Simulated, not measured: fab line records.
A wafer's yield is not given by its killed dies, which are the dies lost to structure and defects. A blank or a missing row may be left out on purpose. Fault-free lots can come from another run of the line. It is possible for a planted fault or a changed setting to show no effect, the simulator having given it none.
Matching of chambers || flow sky130 || rie_diel-01 running SKY_SONOS_ONO_ETCH_15: 4 sister chambers
The step etches the open film in CHF3/O2, target depth 19.52 nm, time 7.8 s. 4 wafers are shown with their chamber, then 7 later ones without.

== WAFERS PAIRED WITH THEIR CHAMBERS ==
{"wafer": "L080.1", "chamber": 0, "drypump_motor_current_A (A)": 5.8}
{"wafer": "L080.3", "chamber": 1, "drypump_motor_current_A (A)": 5.5}
{"wafer": "L080.4", "chamber": 3, "drypump_motor_current_A (A)": 5.9}
{"wafer": "L080.5", "chamber": 2, "drypump_motor_current_A (A)": 5.1}

== WAFERS WITHOUT THEIR CHAMBER ==
{"wafer": "L080.6", "drypump_motor_current_A (A)": 5.5}
{"wafer": "L084.1", "drypump_motor_current_A (A)": 5.8}
{"wafer": "L084.3", "drypump_motor_current_A (A)": 5.2}
{"wafer": "L084.6", "drypump_motor_current_A (A)": 5.5}
{"wafer": "L090.1", "drypump_motor_current_A (A)": 5.8}
{"wafer": "L090.2", "drypump_motor_current_A (A)": 5.5}
{"wafer": "L090.5", "drypump_motor_current_A (A)": 5.9}

== CHAMBER TAKEN BY EACH ==
{"wafer": "L080.6", "from the rows above": 1, "in truth": 1}
{"wafer": "L084.1", "from the rows above": 0, "in truth": 0}
{"wafer": "L084.3", "from the rows above": 2, "in truth": 2}
{"wafer": "L084.6", "from the rows above": 1, "in truth": 1}
{"wafer": "L090.1", "from the rows above": 0, "in truth": 0}
{"wafer": "L090.2", "from the rows above": 1, "in truth": 1}
{"wafer": "L090.5", "from the rows above": 3, "in truth": 3}
7 of 7 placed correctly. Number that these rows cannot place: 0. Wrongly placed: 0.
How it was worked out, from the rows above alone: a wafer's distance from a chamber is the root of the sum, over the readings, of the square of ((its reading less the chamber's mean) divided by the reading's scatter). The wafer belongs to the nearest chamber; if the next one is less than 2 further off, it can't be placed. The mean given for a chamber averages the wafers shown for that chamber. The scatter (one wafer shown for each chamber): square how far every hidden wafer sits from the nearest shown wafer, average those squares and take the square root.
